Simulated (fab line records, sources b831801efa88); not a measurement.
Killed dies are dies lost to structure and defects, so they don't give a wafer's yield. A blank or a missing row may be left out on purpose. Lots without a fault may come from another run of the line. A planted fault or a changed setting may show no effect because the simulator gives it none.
Tool commonality check | flow sky130 | 13 lots, 45 wafers sampled

WHY IT WAS OPENED
At SKY_NWELL_RS_MEAS_29 the reading NWELL_RS is flagged on 2 of 13 lots. Wafers without a fault read 624.5 ohm/sq, standard deviation 1.8.
Rule: a lot is flagged when every wafer of it that has a number lies more than 4 standard deviations from that mean, or none has a number. The other lots count as sound.

lot  | measured     | on            | NWELL_RS (ohm/sq), wafer by wafer   | flag
L326 | day 5 13:44  | film_metro-04 | 624.1 625.9 625.7                   |
L327 | day 5 20:03  | film_metro-04 | 627.2 626.5 627.9                   |
L328 | day 5 22:10  | film_metro-04 | 623.6 624.3 624.7                   |
L329 | day 6 02:07  | film_metro-04 | 624.3 624.6 625.5                   |
L332 | day 6 20:44  | film_metro-01 | 625.8 625.8 623.1                   |
L336 | day 7 19:52  | film_metro-01 | 624.0 623.7 623.5                   |
L337 | day 8 02:38  | film_metro-02 | 632.1 632.3 632.6 632.1 633.3 633.5 | FLAGGED
L340 | day 8 21:50  | film_metro-01 | 635.3 637.3 635.4 635.6 635.0 634.5 | FLAGGED
L341 | day 9 01:17  | film_metro-01 | 626.7 627.0 627.1                   |
L342 | day 9 09:16  | film_metro-02 | 622.8 622.1 622.0                   |
L347 | day 10 15:23 | film_metro-02 | 623.3 624.5 623.0                   |
L348 | day 10 17:47 | film_metro-01 | 626.6 626.5 623.6                   |
L349 | day 10 23:38 | film_metro-02 | 626.9 624.5 625.0                   |
The numbers of the flagged lots are 634.1 ohm/sq on average: +9.6 ohm/sq against the usual, or +5 standard deviations.

WHICH TOOL RAN EACH LOT
The record holds 1 process step before the reading, out of a route of 708 steps. In each cell: the tool, then ch and the chambers that the sampled wafers went through, then the start.
lot  | flag    | SKY_NWELL_IMPLANT_11
L326 |         | implanter-04 ch 0, day 4 19:20
L327 |         | implanter-02 ch 0, day 5 01:13
L328 |         | implanter-01 ch 0, day 5 03:10
L329 |         | implanter-02 ch 0, day 5 06:52
L332 |         | implanter-01 ch 0, day 6 00:47
L336 |         | implanter-02 ch 0, day 6 23:28
L337 | FLAGGED | implanter-02 ch 0, day 7 04:59
L340 | FLAGGED | implanter-02 ch 0, day 7 23:23
L341 |         | implanter-04 ch 0, day 8 03:20
L342 |         | implanter-01 ch 0, day 8 11:19
L347 |         | implanter-01 ch 0, day 9 16:44
L348 |         | implanter-01 ch 0, day 9 18:32
L349 |         | implanter-01 ch 0, day 10 00:01
What these steps do:
- SKY_NWELL_IMPLANT_11
- SKY_NWELL_RS_MEAS_29: measures by four-point-probe.

FLAGGED OVER TOTAL, TOOL BY TOOL (the gauges that took the reading come last)
step                 | tool          | lots run | flagged | share of the flagged lots | sound lots run after its first flagged lot
SKY_NWELL_IMPLANT_11 | implanter-01  | 6        | 0       | none                      | -
SKY_NWELL_IMPLANT_11 | implanter-02  | 5        | 2       | all                       | 0
SKY_NWELL_IMPLANT_11 | implanter-04  | 2        | 0       | none                      | -
SKY_NWELL_RS_MEAS_29 | film_metro-01 | 5        | 1       | some                      | 2 (L341,L348)
SKY_NWELL_RS_MEAS_29 | film_metro-02 | 4        | 1       | some                      | 3 (L342,L347,L349)
SKY_NWELL_RS_MEAS_29 | film_metro-04 | 4        | 0       | none                      | -

WHAT THE TABLE ALLOWS
1 row of the table ran every flagged lot: implanter-02 at SKY_NWELL_IMPLANT_11.
- implanter-02 at SKY_NWELL_IMPLANT_11: 2 of its 5 lots flagged. Its last sound lot is L336 (day 6 23:28), its first flagged lot L337 (day 7 04:59): a fault that began between those two fits. Its own readings lie more than 4 standard deviations out on every wafer of the flagged lots: beam_energy_keV.
One tool is left: implanter-02 at SKY_NWELL_IMPLANT_11.

WHAT THE SIMULATOR HAD PUT IN
Process parameter drift: implanter-02, from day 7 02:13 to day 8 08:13, at SKY_NWELL_IMPLANT_11. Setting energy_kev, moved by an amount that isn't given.
Lots struck among those shown: L337, L340. The rule above found the same.
